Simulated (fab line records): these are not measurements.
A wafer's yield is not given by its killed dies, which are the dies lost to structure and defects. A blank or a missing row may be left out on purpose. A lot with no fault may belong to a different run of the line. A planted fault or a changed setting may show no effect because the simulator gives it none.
The tool behind it: which one? / flow gf180mcu / 18 wafers from 6 lots sampled at 2 of the route's 602 steps

== WHAT THE GAUGES SHOWED, per wafer ==
GF_POLY_GATE_CD_MEAS_10: the cd target is 280 nm.
lot=L989; measured=day 9 12:46; on=cd sem-01; cd nm (nm)=278.3 278.9 278.0
lot=L993; measured=day 10 16:58; on=cd sem-01; cd nm (nm)=278.2 279.0 278.5
lot=L103; measured=day 13 18:43; on=cd sem-02; cd nm (nm)=280.0 279.2 277.5
lot=L105; measured=day 14 09:52; on=cd sem-02; cd nm (nm)=279.4 280.0 280.1
lot=L107; measured=day 14 23:31; on=cd sem-02; cd nm (nm)=279.6 279.6 279.4
lot=L110; measured=day 15 15:49; on=cd sem-01; cd nm (nm)=279.8 279.9 279.7

== TOOL THAT RAN EACH LOT (tool first, then ch and the chambers of the sampled wafers, then the start) ==
lot=L989; GF_DUAL_GATE_STRIP_13=plasma asher-02 ch 0,1, day 8 16:07
lot=L993; GF_DUAL_GATE_STRIP_13=plasma asher-02 ch 0,1, day 9 18:43
lot=L103; GF_DUAL_GATE_STRIP_13=plasma asher-01 ch 0,1, day 12 19:46
lot=L105; GF_DUAL_GATE_STRIP_13=plasma asher-02 ch 0,1, day 13 10:34
lot=L107; GF_DUAL_GATE_STRIP_13=plasma asher-03 ch 0,1, day 13 22:28
lot=L110; GF_DUAL_GATE_STRIP_13=plasma asher-03 ch 0,1, day 14 14:44
- GF_DUAL_GATE_STRIP_13: strips in O2/N2.

== THE ANSWER, worked out from the rows above alone ==
Rule: what is usual is taken from the lots themselves. The widest of any qualifying gaps counts: lots, ordered by their means at a reading, are off when they make up no more than a third of the lots, leave a main group of 4 or more, and stand apart from it by 3 or more times the standard deviation of that group's means. A main group is skipped when, at the precision printed for the reading in the tables above, its means are all equal. Also off: a lot with no number at a reading for which 4 or more lots have one. The other lots that the step has rows for count as sound.
None of the lots is off at any reading shown; this tells nothing.

== WHAT THE SIMULATOR HAD PUT IN ==
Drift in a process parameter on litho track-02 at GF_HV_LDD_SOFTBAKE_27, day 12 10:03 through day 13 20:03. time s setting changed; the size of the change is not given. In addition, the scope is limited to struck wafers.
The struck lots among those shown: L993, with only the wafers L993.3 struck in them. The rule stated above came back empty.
